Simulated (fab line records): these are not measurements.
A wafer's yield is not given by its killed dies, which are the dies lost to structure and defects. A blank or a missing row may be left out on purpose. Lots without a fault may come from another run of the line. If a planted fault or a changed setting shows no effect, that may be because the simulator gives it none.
Which tool was responsible? :: flow sky130 :: Sampling: 11 lots, 33 wafers, 5 of 708 route steps

## WHAT THE GAUGES READ, wafer by wafer
SKY_NWELL_OVL_MEAS_10. Usual: NWELL_00_OVL 0.8 nm, standard deviation 1.3.
lot: L985
measured: day 4 22:47
on: overlay-01
NWELL_00_OVL (nm): 1.3 0.2 0.2
flag: 

lot: L987
measured: day 5 14:15
on: overlay-02
NWELL_00_OVL (nm): 0.3 0.0 -0.3
flag: 

lot: L986
measured: day 5 14:37
on: overlay-01
NWELL_00_OVL (nm): - - -
flag: OFF

lot: L994
measured: day 7 04:28
on: overlay-01
NWELL_00_OVL (nm): 0.2 -0.2 0.4
flag: 

lot: L996
measured: day 7 13:29
on: overlay-01
NWELL_00_OVL (nm): 1.1 0.8 -0.1
flag: 

lot: L997
measured: day 7 23:47
on: overlay-02
NWELL_00_OVL (nm): 0.3 -0.8 -1.2
flag: 

lot: L998
measured: day 8 06:27
on: overlay-02
NWELL_00_OVL (nm): 0.1 -0.1 -1.7
flag: 

lot: L102
measured: day 9 06:14
on: overlay-02
NWELL_00_OVL (nm): 0.0 -0.7 -0.5
flag: 

lot: L105
measured: day 9 19:37
on: overlay-02
NWELL_00_OVL (nm): -0.7 -1.0 0.0
flag: 

lot: L106
measured: day 10 03:18
on: overlay-01
NWELL_00_OVL (nm): 1.4 1.9 0.5
flag: 

lot: L107
measured: day 10 09:48
on: overlay-01
NWELL_00_OVL (nm): 0.9 2.2 3.0
flag: 

SKY_NWELL_TW_MEAS_15. Usual: NWELL_TW 1806, standard deviation 19.
lot: L985
measured: day 4 23:22
on: film metro-01
NWELL_TW: 1797 1788 1802
flag: 

lot: L987
measured: day 5 14:50
on: film metro-03
NWELL_TW: 1791 1789 1788
flag: 

lot: L986
measured: day 5 15:15
on: film metro-04
NWELL_TW: 30 30 30
flag: OFF

lot: L994
measured: day 7 05:04
on: film metro-03
NWELL_TW: 1799 1797 1797
flag: 

lot: L996
measured: day 7 14:05
on: film metro-03
NWELL_TW: 1802 1792 1797
flag: 

lot: L997
measured: day 8 00:22
on: film metro-01
NWELL_TW: 1798 1819 1808
flag: 

lot: L998
measured: day 8 07:02
on: film metro-01
NWELL_TW: 1802 1795 1798
flag: 

lot: L102
measured: day 9 06:50
on: film metro-03
NWELL_TW: 1775 1777 1769
flag: 

lot: L105
measured: day 9 20:12
on: film metro-03
NWELL_TW: 1774 1774 1770
flag: 

lot: L106
measured: day 10 03:53
on: film metro-03
NWELL_TW: 1794 1788 1782
flag: 

lot: L107
measured: day 10 10:23
on: film metro-03
NWELL_TW: 1789 1793 1784
flag: 

SKY_POLY_GATE_CD_MEAS_13 targets a cd of 150 nm. Usual: cd nm 150.0 nm, standard deviation 1.2.
lot: L985
measured: day 17 05:11
on: cd sem-02
cd nm (nm): 148.7 148.6 148.8
flag: 

lot: L987
measured: day 18 03:05
on: cd sem-02
cd nm (nm): 150.9 150.8 150.2
flag: 

lot: L986
measured: day 18 06:31
on: cd sem-02
cd nm (nm): 151.1 150.7 151.5
flag: 

lot: L994
measured: day 20 21:17
on: cd sem-01
cd nm (nm): 150.6 150.2 150.2
flag: 

lot: L996
measured: day 21 15:13
on: cd sem-01
cd nm (nm): 148.7 149.4 150.0
flag: 

lot: L997
measured: day 22 01:23
on: cd sem-01
cd nm (nm): 150.8 151.6 152.8
flag: 

lot: L998
measured: day 22 08:37
on: cd sem-02
cd nm (nm): 147.8 148.5 148.2
flag: 

lot: L102
measured: day 23 19:50
on: cd sem-01
cd nm (nm): 149.0 148.7 148.1
flag: 

lot: L105
measured: day 24 14:22
on: cd sem-01
cd nm (nm): 150.0 150.1 151.6
flag: 

lot: L106
measured: day 24 22:02
on: cd sem-01
cd nm (nm): 151.1 152.0 151.4
flag: 

lot: L107
measured: day 25 16:11
on: cd sem-02
cd nm (nm): 149.3 148.7 149.7
flag: 

SKY_SD_P_TW_MEAS_11. Usual: SD_P_TW 2814, standard deviation 17.
lot: L985
measured: day 26 05:36
on: film metro-04
SD_P_TW: 2837 2838 2838
flag: 

lot: L987
measured: day 27 03:07
on: film metro-04
SD_P_TW: 2834 2829 2828
flag: 

lot: L986
measured: day 27 07:14
on: film metro-01
SD_P_TW: 2787 2802 2825
flag: 

lot: L994
measured: day 29 17:07
on: film metro-04
SD_P_TW: 2842 2833 2828
flag: 

lot: L996
measured: day 30 12:39
on: film metro-01
SD_P_TW: 2814 2817 2799
flag: 

lot: L997
measured: day 30 19:05
on: film metro-01
SD_P_TW: 2807 2815 2808
flag: 

lot: L998
measured: day 31 03:55
on: film metro-02
SD_P_TW: 2808 2813 2811
flag: 

lot: L102
measured: day 32 11:15
on: film metro-01
SD_P_TW: 2818 2820 2815
flag: 

lot: L105
measured: day 33 01:01
on: film metro-01
SD_P_TW: 2785 2786 2787
flag: 

lot: L106
measured: day 33 08:56
on: film metro-02
SD_P_TW: 2801 2805 2813
flag: 

lot: L107
measured: day 34 00:16
on: film metro-01
SD_P_TW: 2812 2808 2808
flag: 

## WHAT TOOL EACH LOT RAN ON (gives the tool, then ch and the chambers of the sampled wafers, and finally the start)
lot: L985
SKY_NWELL_EXPOSE_07: iline stepper-02 ch 0, day 4 14:28

lot: L987
SKY_NWELL_EXPOSE_07: iline stepper-02 ch 0, day 5 04:59

lot: L986
SKY_NWELL_EXPOSE_07: iline stepper-02 ch 0, day 5 05:11

lot: L994
SKY_NWELL_EXPOSE_07: iline stepper-02 ch 0, day 6 18:49

lot: L996
SKY_NWELL_EXPOSE_07: iline stepper-01 ch 0, day 7 04:14

lot: L997
SKY_NWELL_EXPOSE_07: iline stepper-02 ch 0, day 7 13:14

lot: L998
SKY_NWELL_EXPOSE_07: iline stepper-02 ch 0, day 7 20:41

lot: L102
SKY_NWELL_EXPOSE_07: iline stepper-02 ch 0, day 8 20:50

lot: L105
SKY_NWELL_EXPOSE_07: iline stepper-02 ch 0, day 9 08:17

lot: L106
SKY_NWELL_EXPOSE_07: iline stepper-01 ch 0, day 9 16:29

lot: L107
SKY_NWELL_EXPOSE_07: iline stepper-02 ch 0, day 9 23:05
- SKY_NWELL_EXPOSE_07: exposes mask NWM, target cd 840 nm.

## AS READ BY THE TOOLS THEMSELVES (means over the sampled wafers that have a number; for cases with no such wafer, the mark the record gives instead)
SKY_NWELL_EXPOSE_07. Usual: stage vel mm s 500.04 mm/s, standard deviation 0.27.
lot: L985
tool: iline stepper-02
stage vel mm s (mm/s): 499.84
flag: 

lot: L987
tool: iline stepper-02
stage vel mm s (mm/s): 500.35
flag: 

lot: L986
tool: iline stepper-02
stage vel mm s (mm/s): 500.01
flag: 

lot: L994
tool: iline stepper-02
stage vel mm s (mm/s): 500.20
flag: 

lot: L996
tool: iline stepper-01
stage vel mm s (mm/s): 500.06
flag: 

lot: L997
tool: iline stepper-02
stage vel mm s (mm/s): 500.10
flag: 

lot: L998
tool: iline stepper-02
stage vel mm s (mm/s): 500.07
flag: 

lot: L102
tool: iline stepper-02
stage vel mm s (mm/s): 500.19
flag: 

lot: L105
tool: iline stepper-02
stage vel mm s (mm/s): 499.77
flag: 

lot: L106
tool: iline stepper-01
stage vel mm s (mm/s): 500.22
flag: 

lot: L107
tool: iline stepper-02
stage vel mm s (mm/s): 500.19
flag: 

## THE ANSWER, worked out from the rows above alone
Rule: take the mean of a lot's wafers that have a number; if it is more than 3 standard deviations from the usual mean, the lot is off. Also off: a lot with no number at a reading for which 4 or more lots have one. Any other lot the step has rows for is counted as sound. Order of review: gauges by route order, followed by the tools' own readings, for which a lot's mean as printed above is used. At the first step where some lot is off, the reading lying furthest off is the one used; lots without a number count as furthest.
Off: L986, at SKY_NWELL_OVL_MEAS_10 (NWELL_00_OVL). Without a number there: L986.
If a tool, at a process step before that reading, ran all the lots that are off and no sound lot after the first of them, it fits. Not tried: the gauges at SKY_NWELL_OVL_MEAS_10; whatever is off there is also off at SKY_NWELL_TW_MEAS_15, on other tools, and gauge error can't account for it. None of those tried fits.

## WHAT THE SIMULATOR PUT IN
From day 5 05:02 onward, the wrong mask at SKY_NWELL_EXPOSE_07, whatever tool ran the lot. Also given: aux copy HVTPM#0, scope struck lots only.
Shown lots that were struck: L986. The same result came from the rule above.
